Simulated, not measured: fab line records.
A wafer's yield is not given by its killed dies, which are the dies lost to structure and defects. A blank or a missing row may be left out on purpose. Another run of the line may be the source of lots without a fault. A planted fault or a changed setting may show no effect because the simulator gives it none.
Matching of chambers + flow sky130 + 4 sister chambers for SKY_VIA4_ETCH_12 on rie-diel-03
The step etches SiO2 in C4F8/O2/Ar, stops on TiN, target depth 580 nm. 4 wafers are shown with their chamber, then 11 later ones without.

## WAFERS PAIRED WITH THEIR CHAMBERS
| wafer  | chamber | oes-product-au (a.u.) |
|--------|---------|-----------------------|
| L089.1 | 3       | 0.926                 |
| L089.2 | 1       | 0.922                 |
| L089.5 | 0       | 0.931                 |
| L091.1 | 2       | 0.934                 |

## WAFERS MISSING THEIR CHAMBER
| wafer  | oes-product-au (a.u.) |
|--------|-----------------------|
| L091.2 | 0.929                 |
| L091.3 | 0.926                 |
| L091.4 | 0.924                 |
| L091.5 | 0.926                 |
| L091.6 | 0.929                 |
| L093.3 | 0.923                 |
| L093.5 | 0.934                 |
| L093.6 | 0.934                 |
| L096.3 | 0.927                 |
| L096.4 | 0.931                 |
| L096.5 | 0.924                 |

## CHAMBER TAKEN BY EACH
| wafer  | from the rows above     | in truth                   |
|--------|-------------------------|----------------------------|
| L091.2 | can't be placed: 0 or 3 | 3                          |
| L091.3 | 3                       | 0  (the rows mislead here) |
| L091.4 | can't be placed: 1 or 3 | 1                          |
| L091.5 | 3                       | 3                          |
| L091.6 | can't be placed: 0 or 3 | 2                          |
| L093.3 | can't be placed: 1 or 3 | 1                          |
| L093.5 | 2                       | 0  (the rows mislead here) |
| L093.6 | 2                       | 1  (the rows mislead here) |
| L096.3 | 3                       | 3                          |
| L096.4 | 0                       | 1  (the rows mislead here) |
| L096.5 | can't be placed: 1 or 3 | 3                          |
2 of 11 placed correctly. These rows do not allow placing 5 (true chamber among the candidates in 4). Placed wrongly: 4.
How it was worked out, from the rows above alone: a wafer's distance from a chamber is the root of the sum, over the readings, of the square of ((its reading less the chamber's mean) divided by the reading's scatter). If the next closest chamber is less than 2 further off than the closest, the wafer can't be placed; otherwise it belongs to the closest. A chamber's mean is the mean of its shown wafers. The scatter: root of mean squared gap, hidden wafer to nearest shown wafer, with one shown wafer a chamber.
